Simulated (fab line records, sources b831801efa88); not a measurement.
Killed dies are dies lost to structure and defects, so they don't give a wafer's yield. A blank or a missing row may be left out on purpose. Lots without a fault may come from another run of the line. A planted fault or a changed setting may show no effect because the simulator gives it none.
Which tool did it? | flow sky130 | 11 lots, 33 wafers sampled, at 1 step of a route of 708

WHAT THE GAUGES READ, wafer by wafer
SKY_CAPM_RS_MEAS_03: measures by four-point-probe.
lot  | measured     | on            | CAPM_TIN_RS (ohm/sq)
L136 | day 37 01:07 | film_metro-04 | 6.89 6.91 6.99
L137 | day 37 06:49 | film_metro-02 | 6.86 6.89 6.82
L138 | day 37 08:21 | film_metro-03 | 6.97 6.85 6.98
L140 | day 38 01:10 | film_metro-03 | 6.81 6.91 6.96
L143 | day 39 03:10 | film_metro-02 | 6.90 6.82 6.94
L146 | day 39 15:43 | film_metro-03 | 6.96 6.88 6.85
L150 | day 41 03:01 | film_metro-02 | 6.83 6.87 6.91
L152 | day 41 11:37 | film_metro-02 | 6.99 6.87 6.85
L156 | day 42 13:10 | film_metro-03 | 6.96 6.88 6.95
L157 | day 42 20:38 | film_metro-04 | 6.95 6.90 6.84
L158 | day 43 01:19 | film_metro-04 | 6.82 6.86 6.85

WHICH TOOL RAN EACH LOT (tool, then ch and the chambers of the sampled wafers, then the start)
The record holds no process step before these readings.

THE ANSWER, worked out from the rows above alone
Rule: what is usual is taken from the lots themselves. Put in order of their means at a reading, lots are off if they are a third of the lots or fewer, leave a main group of 4 or more, and stand apart from it by a gap of 3 or more times the standard deviation of the main group's means; of several such gaps the widest counts. A main group whose means are all the same, to the digits that the tables above print for the reading, isn't used. A lot without any number at a reading at which 4 lots or more have one is off too. The other lots that the step has rows for count as sound.
No lot is off at any reading shown: from this, nothing can be told.

WHAT THE SIMULATOR HAD PUT IN
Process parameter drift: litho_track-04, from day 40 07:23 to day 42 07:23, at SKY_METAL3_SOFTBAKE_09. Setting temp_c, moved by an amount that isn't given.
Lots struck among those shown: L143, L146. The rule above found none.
